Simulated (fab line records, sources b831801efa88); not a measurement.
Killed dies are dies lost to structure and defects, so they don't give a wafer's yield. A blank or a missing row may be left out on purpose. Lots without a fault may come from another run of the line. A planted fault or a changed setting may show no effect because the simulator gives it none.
Problem report in the 8D (eight disciplines) form, filled by code | flow sky130 | the parts of the form that need people (team, actions taken, sign-off) are left out

1. THE PROBLEM
beam_energy_keV at SKY_LDD_N_IMPLANT_12 reads a mean of 35.261 on 6 wafers of 2 lots; wafers without a fault read 50.000 with a standard deviation of 0.014. That is -99 or more standard deviations from the usual mean.
First seen on wafer L305.1, day 22 14:20, on implanter-01. The record holds 36 wafers of 12 lots with a number at this step. Rule for "out", or "out of limits": more than 4 standard deviations from the usual mean. The other wafers with a number count as sound.

2. WHAT IT IS AND WHAT IT IS NOT
question                    | is                     | is not
which readings at this step | beam_energy_keV        | -
which lots                  | L305, L306             | L293, L295, L296, L307, L309, L310, L312, L313, L315, L316
which wafers of those lots  | all that have a number | -
read on which tools         | implanter-01           | implanter-02, implanter-04
when                        | from day 22 14:20      | up to then (9 sound wafers); but 21 sound wafers of L307, L309, L310, L312, L313, L315, L316 came after

3. SUSPECTS, AND WHAT RULES EACH OUT
Counting: a tool at a process step up to the reading stays a suspect if it ran every lot that is out and no sound lot after the first of them.
- implanter-01 at SKY_LDD_N_IMPLANT_12: ruled out as a lasting fault. Sound lots L315 ran on it after its first lot that is out, L305 (day 22 14:20).
Left after counting: nothing in the record.

4. THE CAUSE (what the simulator had put in)
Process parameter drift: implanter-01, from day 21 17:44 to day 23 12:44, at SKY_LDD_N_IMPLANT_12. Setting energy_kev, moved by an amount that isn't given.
Counting ruled it out, wrongly.

5. THE CHAIN OF EFFECTS, in route order
Each row: a reading whose mean over the struck wafers that have a number lies more than 3 standard deviations from the usual. Only readings for which the record gives a usual standard deviation are gone through. hours: the time from each lot's start at the first step in this table that gives one to its start at this step, as a median over the lots. sigmas: the change in usual standard deviations.
hours | step                 | reading         | usual  | on struck wafers | change  | sigmas
0     | SKY_LDD_N_IMPLANT_12 | beam_energy_keV | 50.000 | 35.261           | -14.739 | -99 or more
The process steps in it:
- SKY_LDD_N_IMPLANT_12

6. WHAT WOULD HAVE CAUGHT IT SOONER
In this record the first reading out of limits was taken at day 22 14:20, 21 hours after the fault began at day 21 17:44.
